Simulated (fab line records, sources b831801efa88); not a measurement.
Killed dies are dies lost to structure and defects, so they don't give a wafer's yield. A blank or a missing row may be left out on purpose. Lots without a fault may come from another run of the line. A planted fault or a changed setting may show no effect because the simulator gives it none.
fab line records | flow sky130
record lots=6 wafers=18 last_day=50
route steps=708 shown SD_N@344 SD_P@359 RES_XHIGH@360 PAD_OPEN@708
lots that met no fault: from a run of the same line without faults
start_h: hours from the record's first day to the start of the lot's first wafer shown | wait_h: hours since the lot's step before | " the same as in the row above | L1.1+2: a row that stands for several wafers | - no value, or no start given | * or withheld: withheld | < > ~ a bound
route shown NAME@n: a module of which the file shows steps, and the number in the route of the first | usual: mean/standard deviation of fault-free wafers | same: alike in all rows | chamber/n: place in a boat | sites: the reading at each site | _std_site: their standard deviation | _edge_site: outer sites' mean less inner sites' | radius_mm: how far each site lies from the wafer's centre | mask NAME#n: copy n | behind: the tool/chamber that last shaped the wafer | hold: why the lot was held/for how many hours/how that ended | device: the transistor (n, p or np) that didn't switch | end of line: the same wafers' tests at the end of the route | a step without rows: its recipe alone | killed: dies lost to structure and defects at the first sort, not the wafer's yield | map: a wafer's dies, x killed, . not, _ none there
set.NAME: the setting as run; set.NAME@STEP: as run at that earlier step | model.NAME: the simulator's own value behind a step, which no gauge read
lots at some steps of the route; a table a step, a row a wafer
services: from which hour (start_h, from the record's first day; less than 0 if before it) a tool's chamber was out of use, for how many hours, and why
## steps
# step SKY_SD_N_COAT_02
# recipe resist=NOVOLAK spin_rpm=3000 resist_thk_nm=1140
# step SKY_SD_N_SOFTBAKE_03
# recipe temp_c=90 time_s=60 resist=NOVOLAK
# step SKY_SD_N_EXPOSE_04
# recipe mask_id=NSDM na=0.6 source_shape=conventional sigma_outer=0.6 polarization=unpolarized target_cd_nm=380 dose_mj=141
# step SKY_SD_N_PEB_05
# recipe temp_c=withheld time_s=* resist=NOVOLAK
# step SKY_SD_N_DEVELOP_06
# recipe resist=NOVOLAK developer=TMAH develop_time_s=60 dev_temp_c=23
# step SKY_SD_N_CD_MEAS_07
# recipe target_cd_nm=380
# usual cd_nm=381/3.1
# columns lot.wafer tool chamber start_h wait_h cd_nm
L455.2 cd_sem-02 - 669.05 0.1 382
L455.3 " - " " 384
L455.6 " - " " 384
L458.1 cd_sem-02 - 694.88 0.1 382
L458.4 " - " " 380
L458.5 " - " " 377
L465.1 cd_sem-01 - 758.33 0.1 386
L465.3 " - " " 382
L465.6 " - " " 384
L467.1 cd_sem-01 - 771.65 0.1 377
L467.5 " - " " 376
L467.6 " - " " 376
L472.2 cd_sem-02 - 798.67 0.1 379
L472.3 " - " " 381
L472.4 " - " " 382
L474.3 cd_sem-01 - 816.05 0.2 380
L474.5 " - " " 381
L474.6 " - " " 383
# step SKY_SD_N_OVL_MEAS_08
# usual SD_N_OVL=-0.1/1.3
# columns lot.wafer tool chamber start_h wait_h SD_N_OVL[nm]
L455.2 overlay-02 - 669.15 0.1 -1.9
L455.3 " - " " 0.5
L455.6 " - " " 1.1
L458.1 overlay-01 - 695.00 0.1 -0.3
L458.4 " - " " 0.0
L458.5 " - " " -0.4
L465.1 overlay-01 - 758.45 0.1 -1.9
L465.3 " - " " 0.1
L465.6 " - " " -1.4
L467.1 overlay-02 - 771.77 0.1 0.9
L467.5 " - " " 0.5
L467.6 " - " " 1.6
L472.2 overlay-02 - 798.78 0.1 -1.5
L472.3 " - " " -0.5
L472.4 " - " " 0.3
L474.3 overlay-02 - 816.14 0.1 0.4
L474.5 " - " " -0.2
L474.6 " - " " -2.4
# step SKY_SD_N_IMPLANT_09
# recipe species=As energy_kev=50 dose_cm2=4e+15 tilt_deg=0
# step SKY_SD_N_IMPLANT_10
# recipe species=P energy_kev=20 dose_cm2=1e+14 tilt_deg=0
# step SKY_SD_N_STRIP_11
# recipe chemistry=O2/N2 power_w=1400 pressure_mtorr=1500 platen_temp_c=withheld o2_flow_sccm=3000 n2_flow_sccm=300 overash_fraction=0.5
# usual drypump_motor_current_A=5.67/0.26 oes_product_au=0.528/0.0047 strip_time_to_endpoint_s=22.56/0.042
# columns lot.wafer tool chamber start_h wait_h drypump_motor_current_A oes_product_au rf_hours_counter_h strip_time_to_endpoint_s
L455.2 plasma_asher-04 1 669.48 0.1 5.84 0.523 53 22.54
L455.3 " 1 " " 5.88 0.533 - 22.52
L455.6 " 1 " " 5.88 0.525 - 22.48
L458.1 plasma_asher-03 1 695.33 0.1 5.20 0.532 87 22.55
L458.4 " 0 " " 5.42 0.534 - 22.54
L458.5 " 0 " " 5.36 0.533 - 22.58
L465.1 plasma_asher-02 0 758.78 0.1 6.03 0.530 1 22.53
L465.3 " 1 " " 5.36 0.531 - 22.58
L465.6 " 1 " " 5.35 0.530 - 22.58
L467.1 plasma_asher-02 0 772.11 0.1 6.05 0.526 4 22.56
L467.5 " 1 " " 5.33 0.525 - 22.53
L467.6 " 0 " " 6.07 0.523 - 22.57
L472.2 plasma_asher-02 1 799.11 0.1 5.35 0.530 6 22.48
L472.3 " 0 " " 6.07 0.523 - 22.58
L472.4 " 1 " " 5.35 0.522 - 22.53
L474.3 plasma_asher-04 0 816.50 0.1 5.68 0.526 - 22.58
L474.5 " 1 " " 5.83 0.526 - 22.63
L474.6 " 0 " " 5.69 0.531 - 22.62
# step SKY_SD_N_TW_MEAS_12
# usual SD_N_TW=3997/23
# columns lot.wafer tool chamber start_h wait_h SD_N_TW
L455.2 film_metro-03 - 669.59 0.1 4015
L455.3 " - " " 4026
L455.6 " - " " 4015
L458.1 film_metro-03 - 695.43 0.1 4022
L458.4 " - " " 4044
L458.5 " - " " 4039
L465.1 film_metro-03 - 758.88 0.1 4013
L465.3 " - " " 4026
L465.6 " - " " 4000
L467.1 film_metro-03 - 772.21 0.1 4015
L467.5 " - " " 4032
L467.6 " - " " 4041
L472.2 film_metro-02 - 799.22 0.1 4009
L472.3 " - " " 4015
L472.4 " - " " 4013
L474.3 film_metro-03 - 816.59 0.1 4031
L474.5 " - " " 4046
L474.6 " - " " 4020
# step SKY_SD_N_CLEAN_13
# recipe chemistry=SC1/SC2 mix=1:4:20 temp_c=70 time_s=150 dry=n2_spin
# step SKY_SD_N_RTA_14
# recipe temp_c=1075 time_s=2 idle_temp_c=650 ramp_up_c_per_s=150 ramp_down_c_per_s=90 ambient=N2
# usual lamp_power_pct=15.74/0.051 wafer_temp_C_max=1078.1/1.4
# columns lot.wafer tool chamber start_h wait_h lamp_power_pct wafer_temp_C_max
L455.2 rtp_anneal-02 0 669.75 0.0 15.72 1076.3
L455.3 " 0 " " 15.70 1079.3
L455.6 " 0 " " 15.73 1078.4
L458.1 rtp_anneal-01 0 695.54 0.0 15.73 1079.7
L458.4 " 0 " " 15.77 1076.3
L458.5 " 0 " " 15.70 1077.1
L465.1 rtp_anneal-01 0 758.99 0.0 15.36 1061.4
L465.3 " 0 " " 15.42 1062.4
L465.6 " 0 " " 15.40 1059.7
L467.1 rtp_anneal-01 0 772.32 0.0 15.45 1061.1
L467.5 " 0 " " 15.45 1060.2
L467.6 " 0 " " 15.45 1058.3
L472.2 rtp_anneal-02 0 799.33 0.0 15.72 1078.5
L472.3 " 0 " " 15.81 1079.3
L472.4 " 0 " " 15.74 1079.1
L474.3 rtp_anneal-02 0 816.69 0.0 15.72 1075.0
L474.5 " 0 " " 15.79 1078.3
L474.6 " 0 " " 15.76 1078.4
# step SKY_SD_N_RS_MEAS_16
# recipe thk_meas_gauge=four-point-probe
# usual SD_N_RS=68.61/0.11
# columns lot.wafer tool chamber start_h wait_h SD_N_RS[ohm/sq]
L455.2 film_metro-04 - 669.94 0.1 68.53
L455.3 " - " " 68.60
L455.6 " - " " 68.68
L458.1 film_metro-03 - 695.72 0.1 68.76
L458.4 " - " " 68.76
L458.5 " - " " 68.62
L465.1 film_metro-02 - 759.17 0.1 71.21
L465.3 " - " " 71.19
L465.6 " - " " 71.21
L467.1 film_metro-04 - 772.49 0.1 71.39
L467.5 " - " " 71.48
L467.6 " - " " 71.47
L472.2 film_metro-04 - 799.51 0.1 68.60
L472.3 " - " " 68.70
L472.4 " - " " 68.43
L474.3 film_metro-02 - 816.89 0.1 68.43
L474.5 " - " " 68.48
L474.6 " - " " 68.41
# step SKY_SD_N_RS_MEAS_17
# recipe thk_meas_gauge=four-point-probe
# usual SD_P_RS=147.2/0.33
# columns lot.wafer tool chamber start_h wait_h SD_P_RS[ohm/sq]
L455.2 film_metro-04 - 670.06 0.1 147.5
L455.3 " - " " 147.4
L455.6 " - " " 147.6
L458.1 film_metro-03 - 695.84 0.1 147.4
L458.4 " - " " 147.7
L458.5 " - " " 147.3
L465.1 film_metro-02 - 759.29 0.1 162.3
L465.3 " - " " 162.8
L465.6 " - " " 162.8
L467.1 film_metro-04 - 772.61 0.1 163.7
L467.5 " - " " 162.8
L467.6 " - " " 162.7
L472.2 film_metro-04 - 799.63 0.1 147.4
L472.3 " - " " 147.2
L472.4 " - " " 147.4
L474.3 film_metro-02 - 817.01 0.1 146.9
L474.5 " - " " 147.7
L474.6 " - " " 146.8
# step SKY_SD_N_RS_MEAS_18
# recipe thk_meas_gauge=four-point-probe
# usual RES_XHIGH_RS=333.6/1.3
# columns lot.wafer tool chamber start_h wait_h RES_XHIGH_RS[ohm/sq]
L455.2 film_metro-04 - 670.18 0.1 334.4
L455.3 " - " " 335.8
L455.6 " - " " 335.6
L458.1 film_metro-03 - 695.96 0.1 332.6
L458.4 " - " " 333.8
L458.5 " - " " 332.9
L465.1 film_metro-02 - 759.41 0.1 334.1
L465.3 " - " " 334.7
L465.6 " - " " 334.6
L467.1 film_metro-04 - 772.73 0.1 334.2
L467.5 " - " " 336.6
L467.6 " - " " 335.0
L472.2 film_metro-04 - 799.75 0.1 332.3
L472.3 " - " " 332.8
L472.4 " - " " 331.7
L474.3 film_metro-02 - 817.13 0.1 333.0
L474.5 " - " " 332.3
L474.6 " - " " 332.8
# step SKY_PAD_OPEN_PROBE_99
# usual killed_at_M0_to_M3=44/6.9 killed_at_M4_up=3.3/2.1 killed_at_contacts=24/4.8 killed_at_front_end=15/4.4 killed_at_other=0.2/0.48 killed_dies=87/9.5 killed_open=48/6.5 killed_short=39/6.3
# same gross_dies=492 killed_at_back_side=0
# columns lot.wafer tool chamber start_h wait_h killed_at_M0_to_M3 killed_at_M4_up killed_at_contacts killed_at_front_end killed_at_other killed_dies killed_open killed_short model.etest.res_xhigh_po.line_ohm_um model.etest.res_xhigh_po.rs_ohm_sq model.etest.pfet_01v8.r_on_ohm_um model.etest.res_pdiff.line_ohm_um model.etest.tip_p.rs_ohm_sq model.etest.res_high_po.line_ohm_um model.etest.pfet_g5v0d10v5.r_on_ohm_um model.etest.licon_high_po.rc_ohm
L455.2 prober-01 - 1089.45 0.1 40 5 36 8 0 89 47 42 5879 2090 2974 1340 6893 769.2 4760 361.7
L455.3 prober-01 - 1089.50 0.2 40 3 21 14 0 78 45 33 5630 1991 2867 1373 6902 740.4 4804 338.4
L455.6 prober-01 - 1089.65 0.2 49 2 27 13 0 91 47 44 5794 2036 2946 1341 6999 738.9 4770 358.8
L458.1 prober-02 - 1111.20 0.1 50 7 21 22 0 100 49 51 5950 2033 2871 1410 6756 767.4 4653 353.8
L458.4 prober-02 - 1111.35 0.2 44 4 11 17 0 76 34 42 5895 2109 3009 1431 6822 767.7 4828 370.6
L458.5 prober-02 - 1111.40 0.2 31 3 19 25 0 78 44 34 5583 1961 2932 1423 6773 755.7 4690 327.7
L465.1 prober-01 - 1155.16 0.1 40 1 20 7 1 69 39 30 6366 2207 3068 1493 6944 834.6 4787 422.5
L465.3 prober-01 - 1155.26 0.2 53 6 22 10 0 91 46 45 6582 2298 3071 1455 7027 840.9 4782 422.8
L465.6 prober-01 - 1155.41 0.2 44 0 18 14 2 78 42 36 6958 2442 3068 1545 6969 877.6 4855 462.1
L467.1 prober-01 - 1165.66 0.1 38 7 19 20 0 84 45 39 6876 2375 3011 1599 6894 866.6 4894 458.3
L467.5 prober-01 - 1165.86 0.2 51 3 24 13 0 91 52 39 6248 2182 2988 1518 6793 809.8 4908 415.6
L467.6 prober-01 - 1165.91 0.2 33 5 20 11 0 69 38 31 6646 2298 3029 1586 6852 842.1 4940 429
L472.2 prober-02 - 1180.05 0.1 49 2 23 19 1 94 57 37 5859 2084 2852 1368 6803 764.8 4667 357.7
L472.3 prober-02 - 1180.10 0.2 41 8 24 22 1 96 51 45 5781 2050 2805 1345 6831 741 4618 351.5
L472.4 prober-02 - 1180.15 0.2 42 4 37 15 0 98 61 37 5564 1921 2856 1358 6809 739.7 4766 352.2
L474.3 prober-02 - 1191.35 0.2 36 4 23 15 0 78 38 40 5587 1922 2844 1368 6875 712.6 4756 338
L474.5 prober-02 - 1191.45 0.2 52 3 20 15 1 91 45 46 5546 1926 2894 1364 6837 727.7 4802 345.3
L474.6 prober-02 - 1191.50 0.2 54 2 21 11 0 88 52 36 5536 1952 2931 1364 6867 728 4766 357.5
# killed by level:class
L455.2 VIA1:geometric_particle:open=14 CONTACT:geometric_particle:open=11 LI_CONTACT:geometric_particle:open=8 CONTACT:geometric_particle:short=8 METAL1:geometric_particle:short=5 LI_CONTACT:geometric_particle:short=4 METAL2:geometric_particle:short=4 VIA3:geometric_particle:short=4
L455.3 VIA1:geometric_particle:open=8 CONTACT:geometric_particle:open=7 VIA3:geometric_particle:open=6 CONTACT:geometric_particle:short=6 POLY_GATE:geometric_particle:open=5 METAL1:geometric_particle:short=5 VIA2:geometric_particle:short=4 FIELD_ISO:geometric_particle:open=3
L455.6 LI_CONTACT:geometric_particle:open=9 METAL2:geometric_particle:short=9 VIA1:geometric_particle:open=8 CONTACT:geometric_particle:open=7 METAL1:geometric_particle:short=6 VIA2:geometric_particle:short=6 VIA1:geometric_particle:short=5 VIA3:geometric_particle:open=5
L458.1 VIA1:geometric_particle:open=11 METAL1:geometric_particle:short=10 FIELD_ISO:geometric_particle:short=7 FIELD_ISO:geometric_particle:open=6 LI_CONTACT:geometric_particle:open=6 LOCAL_INTERCONNECT:geometric_particle:short=6 VIA3:geometric_particle:open=6 POLY_GATE:geometric_particle:open=4
L458.4 METAL1:geometric_particle:short=9 VIA1:geometric_particle:open=8 METAL2:geometric_particle:short=7 FIELD_ISO:geometric_particle:open=5 POLY_GATE:geometric_particle:short=4 VIA1:geometric_particle:short=4 FIELD_ISO:geometric_particle:short=3 VIA2:geometric_particle:open=3
L458.5 LI_CONTACT:geometric_particle:open=8 FIELD_ISO:geometric_particle:short=6 POLY_GATE:geometric_particle:open=6 VIA1:geometric_particle:open=6 METAL1:geometric_particle:short=6 VIA2:geometric_particle:open=5 CONTACT:geometric_particle:open=5 FIELD_ISO:geometric_particle:open=4
L465.1 VIA1:geometric_particle:open=12 VIA3:geometric_particle:open=8 LOCAL_INTERCONNECT:geometric_particle:short=6 VIA2:geometric_particle:open=6 CONTACT:geometric_particle:short=5 CONTACT:geometric_particle:open=5 LI_CONTACT:geometric_particle:open=4 METAL1:geometric_particle:short=3
L465.3 VIA1:geometric_particle:open=12 VIA3:geometric_particle:open=8 METAL1:geometric_particle:short=7 VIA2:geometric_particle:open=7 CONTACT:geometric_particle:open=7 VIA1:geometric_particle:short=7 CONTACT:geometric_particle:short=6 LOCAL_INTERCONNECT:geometric_particle:short=5
L465.6 VIA2:geometric_particle:open=10 CONTACT:geometric_particle:open=7 METAL2:geometric_particle:short=7 METAL1:geometric_particle:short=6 VIA1:geometric_particle:open=5 VIA3:geometric_particle:open=5 FIELD_ISO:geometric_particle:open=4 LOCAL_INTERCONNECT:geometric_particle:short=4
L467.1 VIA1:geometric_particle:open=11 CONTACT:geometric_particle:open=7 FIELD_ISO:geometric_particle:open=6 FIELD_ISO:geometric_particle:short=6 POLY_GATE:geometric_particle:short=5 LI_CONTACT:geometric_particle:open=5 METAL1:geometric_particle:short=5 VIA1:geometric_particle:short=5
L467.5 VIA1:geometric_particle:open=14 CONTACT:geometric_particle:open=10 VIA3:geometric_particle:open=9 VIA1:geometric_particle:short=5 METAL2:geometric_particle:short=5 VIA2:geometric_particle:open=5 FIELD_ISO:geometric_particle:short=4 POLY_GATE:geometric_particle:short=4
L467.6 VIA1:geometric_particle:open=11 CONTACT:geometric_particle:open=8 VIA1:geometric_particle:short=6 VIA3:geometric_particle:open=5 FIELD_ISO:geometric_particle:short=4 LOCAL_INTERCONNECT:geometric_particle:short=4 POLY_GATE:geometric_particle:open=4 LI_CONTACT:geometric_particle:open=4
L472.2 VIA1:geometric_particle:open=11 VIA2:geometric_particle:open=9 CONTACT:geometric_particle:open=9 FIELD_ISO:geometric_particle:open=7 METAL2:geometric_particle:short=6 LI_CONTACT:geometric_particle:short=5 METAL3:geometric_particle:short=4 LI_CONTACT:geometric_particle:open=4
L472.3 VIA1:geometric_particle:open=11 VIA2:geometric_particle:open=8 LI_CONTACT:geometric_particle:open=8 FIELD_ISO:geometric_particle:short=7 METAL4:geometric_particle:short=7 CONTACT:geometric_particle:open=7 VIA1:geometric_particle:short=5 POLY_GATE:geometric_particle:short=5
L472.4 LI_CONTACT:geometric_particle:open=17 CONTACT:geometric_particle:open=12 VIA2:geometric_particle:open=8 METAL1:geometric_particle:short=7 FIELD_ISO:geometric_particle:open=6 CONTACT:geometric_particle:short=6 VIA1:geometric_particle:open=5 METAL2:geometric_particle:short=5
L474.3 LI_CONTACT:geometric_particle:open=10 FIELD_ISO:geometric_particle:short=6 LOCAL_INTERCONNECT:geometric_particle:short=6 METAL2:geometric_particle:short=6 VIA2:geometric_particle:open=6 VIA1:geometric_particle:open=5 METAL1:geometric_particle:short=4 VIA3:geometric_particle:open=4
L474.5 VIA1:geometric_particle:open=8 METAL1:geometric_particle:short=8 METAL2:geometric_particle:short=8 LI_CONTACT:geometric_particle:open=7 FIELD_ISO:geometric_particle:short=5 FIELD_ISO:geometric_particle:open=5 VIA2:geometric_particle:open=5 VIA2:geometric_particle:short=5
L474.6 VIA1:geometric_particle:open=11 VIA3:geometric_particle:open=8 LI_CONTACT:geometric_particle:open=7 VIA2:geometric_particle:open=7 CONTACT:geometric_particle:open=7 METAL1:geometric_particle:short=5 VIA1:geometric_particle:short=5 FIELD_ISO:geometric_particle:open=4
## services
# columns tool chamber start_h hours kind
plasma_asher-02 - 684.16 7.0 repair
plasma_asher-02 - 698.03 1.7 repair
rtp_anneal-01 - 706.69 4.2 pm
plasma_asher-02 - 733.75 9.0 pm
plasma_asher-02 0 733.75 9.0 vent_cycle
plasma_asher-02 1 733.75 9.0 vent_cycle
plasma_asher-03 - 735.66 8.4 repair
plasma_asher-02 0 742.75 - clean
plasma_asher-02 1 742.75 - clean
plasma_asher-03 - 750.92 1.3 repair
plasma_asher-03 - 765.97 14.6 pm
## key
first_sign step=SKY_SD_N_RTA_14 reading=wafer_temp_C_max direction=down sigmas=13 usual=* struck=*
effect step=SKY_SD_N_RTA_14 reading=lamp_power_pct direction=down sigmas=6.1 usual=15.74 struck=15.42
effect step=SKY_SD_N_RS_MEAS_16 reading=SD_N_RS direction=up sigmas=25 usual=68.61 struck=71.32
effect step=SKY_SD_N_RS_MEAS_17 reading=SD_P_RS direction=up sigmas=47 usual=147.2 struck=162.8
model_effect step=SKY_PAD_OPEN_PROBE_99 value=etest.res_xhigh_po.line_ohm_um without=5560 struck=6613
met_at SKY_SD_N_RTA_14
struck_wafers L465.1,L465.3,L465.6,L467.1,L467.5,L467.6
tester_left_out L465,L467
onset_between 695.54 758.99
fault kind=process_parameter_drift tool=rtp_anneal-01 chamber=- onset_h=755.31 steps=SKY_SD_N_RTA_14 channel=temp_c offset=* shape=step end_h=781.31 acts_in=* stated=*
# tester_left_out: of these lots the tester's yield and bins aren't shown, on N5 and GAA mostly nor the transistor test; their killed dies are dies lost to structure and defects alone, not to doping, threshold or leakage, so they don't give the yield
